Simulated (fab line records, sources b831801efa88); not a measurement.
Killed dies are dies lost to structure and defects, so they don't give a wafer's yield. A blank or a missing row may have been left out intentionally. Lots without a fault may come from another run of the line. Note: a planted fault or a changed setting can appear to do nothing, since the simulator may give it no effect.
Chamber matching -- flow sky130 -- cmp-02 running SKY_LI_CONTACT_CMP_24: 4 sister chambers
The step polishes, stops on PSG, t overpolish 20 s, target thk 0 nm. 4 wafers are shown with their chamber, then 9 later ones without.

EACH WAFER AND ITS CHAMBER
wafer,chamber,motor_current_A (A)
L080.4,3,9.9
L087.1,0,11.1
L087.3,2,10.3
L087.5,1,12.7

WAFERS MISSING THEIR CHAMBER
wafer,motor_current_A (A)
L090.1,11.9
L090.4,11.1
L090.5,12.7
L097.1,10.2
L097.2,9.9
L097.4,12.3
L096.2,10.0
L096.3,11.1
L096.4,10.2

THE CHAMBER EACH PASSED THROUGH
wafer,from the rows above,in truth
L090.1,can't be placed: 1 or 0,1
L090.4,0,0
L090.5,1,1
L097.1,can't be placed: 2 or 3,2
L097.2,can't be placed: 3 or 2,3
L097.4,1,1
L096.2,can't be placed: 3 or 2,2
L096.3,0,0
L096.4,can't be placed: 2 or 3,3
Placed correctly: 4 of 9. Not placeable from these rows: 5 (in 5, the candidates include the true chamber). Wrongly placed: 0.
How it was worked out, from the rows above alone: a wafer's distance from a chamber is the root of the sum, over the readings, of the square of ((its reading less the chamber's mean) divided by the reading's scatter). If the next closest chamber is less than 2 further off than the closest, the wafer can't be placed; otherwise it belongs to the closest. The mean given for a chamber averages the wafers shown for that chamber. The scatter: root of mean squared gap, hidden wafer to nearest shown wafer, with one shown wafer a chamber.
